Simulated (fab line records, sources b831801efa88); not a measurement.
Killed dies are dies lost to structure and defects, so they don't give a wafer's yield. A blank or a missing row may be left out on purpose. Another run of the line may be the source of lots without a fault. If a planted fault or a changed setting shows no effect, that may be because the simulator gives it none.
Which of the tools did it? || flow gf180mcu || 6 lots with 18 wafers sampled at 3 steps, on a route of 602 steps

== WHAT EACH GAUGE READ, for each wafer ==
GF_VT_IMPLANT_TW_MEAS_32.
{"lot": "L706", "measured": "day 7 17:44", "on": "film metro-04", "VT_IMPLANT_3_TW": "269.1 270.6 270.7"}
{"lot": "L707", "measured": "day 8 11:48", "on": "film metro-01", "VT_IMPLANT_3_TW": "272.0 271.5 271.6"}
{"lot": "L709", "measured": "day 9 04:12", "on": "film metro-01", "VT_IMPLANT_3_TW": "270.2 270.5 270.2"}
{"lot": "L715", "measured": "day 10 13:01", "on": "film metro-01", "VT_IMPLANT_3_TW": "269.0 267.9 269.1"}
{"lot": "L719", "measured": "day 11 09:09", "on": "film metro-01", "VT_IMPLANT_3_TW": "271.1 270.7 269.9"}
{"lot": "L724", "measured": "day 12 14:07", "on": "film metro-01", "VT_IMPLANT_3_TW": "270.9 272.3 270.5"}

== WHICH TOOL RAN EACH LOT (tool, then ch and the chambers of the sampled wafers, then the start) ==
{"lot": "L706", "GF_VT_IMPLANT_STRIP_09": "plasma asher-04 ch 0,1, day 6 09:24", "GF_VT_IMPLANT_STRIP_31": "plasma asher-02 ch 0,1, day 7 17:38"}
{"lot": "L707", "GF_VT_IMPLANT_STRIP_09": "plasma asher-04 ch 0,1, day 7 02:45", "GF_VT_IMPLANT_STRIP_31": "plasma asher-03 ch 0,1, day 8 11:42"}
{"lot": "L709", "GF_VT_IMPLANT_STRIP_09": "plasma asher-02 ch 0,1, day 7 18:48", "GF_VT_IMPLANT_STRIP_31": "plasma asher-02 ch 0,1, day 9 04:05"}
{"lot": "L715", "GF_VT_IMPLANT_STRIP_09": "plasma asher-02 ch 0,1, day 9 01:22", "GF_VT_IMPLANT_STRIP_31": "plasma asher-04 ch 0,1, day 10 12:55"}
{"lot": "L719", "GF_VT_IMPLANT_STRIP_09": "plasma asher-04 ch 0, day 9 20:15", "GF_VT_IMPLANT_STRIP_31": "plasma asher-04 ch 0,1, day 11 09:02"}
{"lot": "L724", "GF_VT_IMPLANT_STRIP_09": "plasma asher-02 ch 0,1, day 11 00:23", "GF_VT_IMPLANT_STRIP_31": "plasma asher-02 ch 0,1, day 12 14:01"}
- GF_VT_IMPLANT_STRIP_09: strips in O2/N2.
- GF_VT_IMPLANT_STRIP_31: strips in O2/N2.

== THE ANSWER, worked out from the rows above alone ==
Rule: what is usual is taken from the lots themselves. The widest of any qualifying gaps counts: lots, ordered by their means at a reading, are off when they make up no more than a third of the lots, leave a main group of 4 or more, and stand apart from it by 3 or more times the standard deviation of that group's means. If all means in a main group match to the digits the tables above print for the reading, that group is not used. A lot without any number at a reading at which 4 lots or more have one is off too. Any other lot the step has rows for is counted as sound.
None of the lots is off at any reading shown; this tells nothing.

== WHAT THE SIMULATOR PUT IN ==
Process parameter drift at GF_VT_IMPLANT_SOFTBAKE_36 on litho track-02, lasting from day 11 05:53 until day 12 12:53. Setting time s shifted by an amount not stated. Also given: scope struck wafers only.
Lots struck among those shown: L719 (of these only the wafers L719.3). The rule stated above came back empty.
